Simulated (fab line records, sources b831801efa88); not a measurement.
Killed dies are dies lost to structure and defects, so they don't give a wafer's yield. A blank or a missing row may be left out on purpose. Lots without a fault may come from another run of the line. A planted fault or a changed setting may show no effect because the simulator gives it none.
Chamber matching | flow sky130 | SKY_CONTACT_CMP_27 on cmp-02: 4 sister chambers
The step polishes, stops on SiO2, t overpolish 15 s, target thk 0 nm. 8 wafers are shown with their chamber, then 12 later ones without.

WAFERS WITH THEIR CHAMBER
wafer  | chamber | motor_current_A (A) | head_pressure_psi (psi)
L079.4 | 2       | 10.8                | 3.500
L080.5 | 1       | 11.7                | 3.519
L085.1 | 1       | 11.3                | 3.497
L085.2 | 3       | 13.4                | 3.505
L085.3 | 0       | 8.3                 | 3.497
L086.2 | 2       | 10.8                | 3.488
L086.4 | 0       | 8.5                 | 3.514
L086.6 | 3       | 13.1                | 3.496

WAFERS WITHOUT THEIR CHAMBER
wafer  | motor_current_A (A) | head_pressure_psi (psi)
L090.2 | 13.5                | 3.499
L090.4 | 11.0                | 3.506
L090.5 | 8.4                 | 3.497
L091.1 | 8.3                 | 3.509
L091.2 | 11.3                | 3.514
L091.5 | 13.2                | 3.506
L095.1 | 13.5                | 3.500
L095.4 | 11.0                | 3.491
L095.6 | 8.5                 | 3.502
L097.2 | 10.9                | 3.497
L097.3 | 8.8                 | 3.491
L097.6 | 13.6                | 3.515

WHICH CHAMBER EACH WENT THROUGH
wafer  | from the rows above     | in truth
L090.2 | 3                       | 3
L090.4 | can't be placed: 2 or 1 | 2
L090.5 | 0                       | 0
L091.1 | 0                       | 0
L091.2 | can't be placed: 1 or 2 | 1
L091.5 | 3                       | 3
L095.1 | 3                       | 3
L095.4 | can't be placed: 2 or 1 | 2
L095.6 | 0                       | 0
L097.2 | 2                       | 2
L097.3 | 0                       | 0
L097.6 | 3                       | 3
Placed correctly: 9 of 12. Can't be placed from these rows: 3 (the true chamber is among the candidates in 3). Placed wrongly: 0.
How it was worked out, from the rows above alone: a wafer's distance from a chamber is the root of the sum, over the readings, of the square of ((its reading less the chamber's mean) divided by the reading's scatter). The wafer belongs to the nearest chamber; if the next one is less than 2 further off, it can't be placed. A chamber's mean is the mean of its shown wafers. The scatter: the root of (the sum of the squares of (reading less its chamber's mean) over the shown wafers, divided by (wafers less chambers)).
